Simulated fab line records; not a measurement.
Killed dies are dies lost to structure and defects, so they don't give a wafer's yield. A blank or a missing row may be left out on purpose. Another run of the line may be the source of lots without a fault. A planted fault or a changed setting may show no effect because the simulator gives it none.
Check of tool commonality	flow sky130	12 lots, 36 wafers sampled

== WHY IT WAS OPENED ==
2 of 12 lots carry a flag on the reading SONOS_ONO_CVD_04_THK at SKY_SONOS_ONO_THK_MEAS_05. No-fault wafers: 5.73 nm, standard deviation 0.1.
Rule: flag the lot when none of its wafers has a number, or when each of its wafers that has one lies beyond 4 standard deviations from that mean. The other lots count as sound.

lot	measured	on	SONOS_ONO_CVD_04_THK (nm), wafer by wafer	flag
L758	day 11 17:38	film metro-02	5.75 5.72 5.71	
L761	day 12 08:13	film metro-02	5.70 5.70 5.67	
L763	day 13 06:17	film metro-01	5.69 5.73 5.70	
L765	day 13 20:55	film metro-02	5.65 5.80 5.75	
L766	day 14 06:51	film metro-03	5.59 5.59 5.57	
L767	day 14 15:48	film metro-01	5.86 5.86 5.89	
L769	day 15 05:38	film metro-02	5.90 5.73 5.78	
L770	day 15 16:14	film metro-03	5.73 5.73 5.66	
L772	day 16 03:28	film metro-03	6.76 6.73 6.69	FLAGGED
L773	day 16 12:11	film metro-03	6.65 6.54 6.70	FLAGGED
L780	day 19 01:35	film metro-01	5.84 5.69 5.86	
L781	day 19 09:41	film metro-03	5.86 5.74 5.81	
Average over the flagged lots: 6.68 nm; offset from the usual +0.95 nm, equal to +9 standard deviations.

== EACH LOT AND THE TOOL IT RAN ON ==
The record holds 1 process step before the reading, out of a route of 708 steps. Each cell gives the tool, then ch followed by the chambers the sampled wafers passed through, then the start.
lot	flag	SKY_SONOS_ONO_CVD_04
L758		lpcvd-03 ch 0, day 11 16:22
L761		lpcvd-03 ch 0, day 12 06:56
L763		lpcvd-03 ch 1, day 13 05:01
L765		lpcvd-03 ch 1, day 13 19:40
L766		lpcvd-03 ch 1, day 14 05:35
L767		lpcvd-03 ch 1, day 14 13:55
L769		lpcvd-03 ch 0, day 15 04:23
L770		lpcvd-03 ch 0, day 15 14:58
L772	FLAGGED	lpcvd-03 ch 0, day 16 02:13
L773	FLAGGED	lpcvd-03 ch 0, day 16 10:56
L780		lpcvd-03 ch 0, day 19 00:20
L781		lpcvd-03 ch 1, day 19 08:26
What the steps here do:
- SKY_SONOS_ONO_CVD_04: deposits SiO2 from SiH4/N2O, target thk 5.7199 nm.
- SKY_SONOS_ONO_THK_MEAS_05

== FLAGGED AGAINST TOTAL, ONE TOOL AT A TIME (gauges that did the reading follow at the end) ==
step	tool	lots run	flagged	share of the flagged lots	sound lots run after its first flagged lot
SKY_SONOS_ONO_CVD_04	lpcvd-03	12	2	all	2 (L780,L781)
SKY_SONOS_ONO_THK_MEAS_05	film metro-01	3	0	none	-
SKY_SONOS_ONO_THK_MEAS_05	film metro-02	4	0	none	-
SKY_SONOS_ONO_THK_MEAS_05	film metro-03	5	2	all	1 (L781)

== WHAT THE TABLE ALLOWS ==
lpcvd-03 at SKY_SONOS_ONO_CVD_04 and film metro-03 at SKY_SONOS_ONO_THK_MEAS_05 are the 2 rows of the table that ran each flagged lot.
- lpcvd-03 at SKY_SONOS_ONO_CVD_04 ran 12 lots, 2 of them flagged. Sound lots followed the first flagged one (L780, L781) on it, something a lasting fault affecting the whole tool could not allow.
- film metro-03 at SKY_SONOS_ONO_THK_MEAS_05 ran 5 lots, 2 of them flagged. Sound lots followed the first flagged one (L781) on it, something a lasting fault affecting the whole tool could not allow.
Every row of the table either missed a flagged lot or ran a sound lot after the first.

== WHAT THE SIMULATOR PUT IN ==
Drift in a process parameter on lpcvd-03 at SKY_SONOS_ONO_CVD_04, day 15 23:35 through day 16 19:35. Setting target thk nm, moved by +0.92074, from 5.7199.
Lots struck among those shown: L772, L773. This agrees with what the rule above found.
